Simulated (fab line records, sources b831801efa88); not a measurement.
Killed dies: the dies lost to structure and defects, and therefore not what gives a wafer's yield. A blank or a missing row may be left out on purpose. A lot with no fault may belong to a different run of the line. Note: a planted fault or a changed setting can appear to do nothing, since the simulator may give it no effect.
The same fault as seen by 2 desks    flow sky130    only its own numbers are on each desk; what lay behind them is given at the end

THE METROLOGY DESK
What the gauges read, lot by lot, whatever tool the lot ran on: means of the sampled wafers that have a number. If a lot's mean is further than 4 standard deviations from the usual mean, the lot is out of limits and carries the mark OUT (the distance appears in the brackets).
Columns: A = LI_CONTACT_W_RS at SKY_LI_CONTACT_RS_MEAS_22, usual 0.2843 ohm/sq; B = LI_CONTACT_W_THK at SKY_LI_CONTACT_THK_MEAS_23, usual 399 nm; C = LOCAL_INTERCONNECT_TIN_RS at SKY_LOCAL_INTERCONNECT_RS_MEAS_01, usual 14.06 ohm/sq; D = LOCAL_INTERCONNECT_TIN_THK at SKY_LOCAL_INTERCONNECT_THK_MEAS_02, usual 102.5 nm; E = cd_nm at SKY_LOCAL_INTERCONNECT_CD_MEAS_11, usual 169.9 nm; F = LOCAL_INTERCONNECT_OVL at SKY_LOCAL_INTERCONNECT_OVL_MEAS_12, usual -1 nm
lot   first seen here  A       B    C      D      E      F
L141  day 30 11:05     0.2814  395  14.08  102.0  171.6  4
L146  day 32 05:08     0.2810  400  14.28  101.0  167.9  1
L147  day 32 09:13     0.2825  402  14.11  101.7  167.7  2
L150  day 33 17:20     0.2833  397  14.21  101.2  169.4  -2
L158  day 35 23:08     0.2880  393  14.10  102.4  169.6  0
L160  day 36 10:49     0.2856  394  13.98  103.2  171.3  -0
Result from this desk: across the 6 lots, nothing is out of limits.

TOOL OWNER'S DESK, litho_track-04
The tool's own readings at SKY_LOCAL_INTERCONNECT_COAT_06 (resist thk 450 nm): means of the sampled wafers that have a number, for each lot that ran on this tool. If a lot's mean is further than 4 standard deviations from the usual mean, the lot is out of limits and carries the mark OUT (the distance appears in the brackets).
Columns: A = spin_speed_rpm at SKY_LOCAL_INTERCONNECT_COAT_06, usual 3000.1 rpm
lot   first seen here  A
L146  day 32 19:00     2952.9 (-24) OUT
L150  day 34 07:00     2948.9 (-26) OUT
L160  day 37 00:00     2998.4
This desk's verdict: out of limits on L146, L150, starting with L146 at day 32 19:00 (spin_speed_rpm at SKY_LOCAL_INTERCONNECT_COAT_06). In limits: L160.

PUT TOGETHER
On L146, L150, at day 32 19:00, an alarm was possible from the tool owner's desk.
At the metrology desk, nothing out of limits was observed.
The metrology desk has L146, L150 on record, within its limits.
Every lot named ran SKY_LOCAL_INTERCONNECT_COAT_06 on litho_track-04.

WHAT THE SIMULATOR PUT IN
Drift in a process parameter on litho_track-04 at SKY_LOCAL_INTERCONNECT_COAT_06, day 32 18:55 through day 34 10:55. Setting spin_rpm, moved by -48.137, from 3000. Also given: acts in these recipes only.
Lots struck among those shown: L146, L150.
Each desk's first reading out of limits, in hours after the fault started: the tool owner's desk, 0.
